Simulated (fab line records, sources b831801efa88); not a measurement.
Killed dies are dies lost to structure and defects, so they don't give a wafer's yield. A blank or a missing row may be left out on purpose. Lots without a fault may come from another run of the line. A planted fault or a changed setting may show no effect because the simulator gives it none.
Split-lot experiment | flow sfq_line | 5 lots, 23 wafers read, on a route of 325 steps

THE SPLIT
At SFQ_TRILAYER_M0_LITHO_PEB_024 (peb time 60 s), the setting peb_time_s was moved away from the recipe's 60 s on 7 of the 23 wafers read, by -10.1% to +5.0%. The other wafers ran this setting at the recipe's value.

FROM THE SPLIT TO THE READING: what the file shows between them, 1 step
- SFQ_TRILAYER_M0_LITHO_DEVELOP_023: time 60 s

THE READING
M0.cd_nm (the simulator's own value, which no gauge read), in nm, at SFQ_TRILAYER_M0_BARC_OPEN_METAL_ETCH_031 (etches BARC in O2, target depth 125 nm, time 41.7 s). The file gives no usual value for it. The 16 wafers here that ran the recipe average 500.9 nm, standard deviation 1.8 nm.

wafer  | tool, chamber at the split | peb_time_s as run, s | against the recipe | M0.cd_nm, nm | against lot-mates on the recipe
L078.2 | litho_track-01, 0          | 60                   | recipe             | 499.6        | -
L078.3 | litho_track-01, 0          | 63.01                | +5.0%              | 493.3        | -6.1
L078.4 | litho_track-01, 0          | 60                   | recipe             | 499.3        | -
L078.5 | litho_track-01, 0          | 60                   | recipe             | 499.3        | -
L078.6 | litho_track-01, 0          | 63.01                | +5.0%              | 491.7        | -7.7
L079.1 | litho_track-02, 0          | 60                   | recipe             | 498.3        | -
L079.2 | litho_track-02, 0          | 60                   | recipe             | 498.7        | -
L079.3 | litho_track-02, 0          | 60                   | recipe             | 498.8        | -
L081.1 | litho_track-01, 0          | 60                   | recipe             | 499.7        | -
L081.2 | litho_track-01, 0          | 55.55                | -7.4%              | 511.4        | +10.9
L081.4 | litho_track-01, 0          | 55.55                | -7.4%              | 511.3        | +10.8
L081.6 | litho_track-01, 0          | 55.55                | -7.4%              | 511.3        | +10.8
L081.5 | litho_track-01, 0          | 60                   | recipe             | 501.3        | -
L083.1 | litho_track-01, 0          | 60                   | recipe             | 502.5        | -
L083.3 | litho_track-01, 0          | 60                   | recipe             | 501.5        | -
L083.4 | litho_track-01, 0          | 60                   | recipe             | 503          | -
L083.5 | litho_track-01, 0          | 60                   | recipe             | 504          | -
L083.6 | litho_track-01, 0          | 60                   | recipe             | 502.3        | -
L084.1 | litho_track-01, 0          | 53.97                | -10.1%             | 517.7        | +15.5
L084.2 | litho_track-01, 0          | 53.97                | -10.1%             | 517.5        | +15.3
L084.3 | litho_track-01, 0          | 60                   | recipe             | 502.9        | -
L084.5 | litho_track-01, 0          | 60                   | recipe             | 501.2        | -
L084.6 | litho_track-01, 0          | 60                   | recipe             | 502.6        | -

THE FIT
A straight line over all 23 wafers: M0.cd_nm changes by -1.57 nm for each +1% of peb_time_s; r = -0.97; the points scatter about the line by 1.7 nm.
The same after taking each lot's own level away (the mean of its wafers on the recipe; 23 wafers): -1.48 nm for each +1%; r = -0.99; scatter 0.65 nm.
On that fit, the largest move of peb_time_s shifts the reading by 15 nm.
The lots' own levels span 498.60 to 502.66 nm, that is 2.3 times the standard deviation above.
So the lot-to-lot level changes the slope little: the two slopes agree.
Check: with one of the wafers moved furthest among these (-10.1%) left out of the fit, the line predicts +14.7 nm for it against its lot-mates. It came out at +15.5 nm against them.

OTHER SPLITS ON THESE WAFERS
These wafers also went through other splits before the reading. Each is held against what the fit with the lots' levels taken away leaves over:
other split on the same wafers                  | wafers away from the commonest value | r with M0.cd_nm (lot level and that fit taken away)
SFQ_TRILAYER_L0_LITHO_COAT_010 spin_rpm         | 8                                    | +0.15
SFQ_TRILAYER_L0_BARC_OPEN_METAL_ETCH_010 time_s | 9                                    | +0.01
SFQ_TRILAYER_L0_VIA_LITHO_EXPOSE_014 dose_mj    | 8                                    | +0.03
SFQ_TRILAYER_M0_DEP_SPUTTER_019 time_s          | 7                                    | -0.21

THE FILE'S OWN FIT
M0.cd_nm changes by -1.49 nm for each +1% of peb_time_s, r = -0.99.
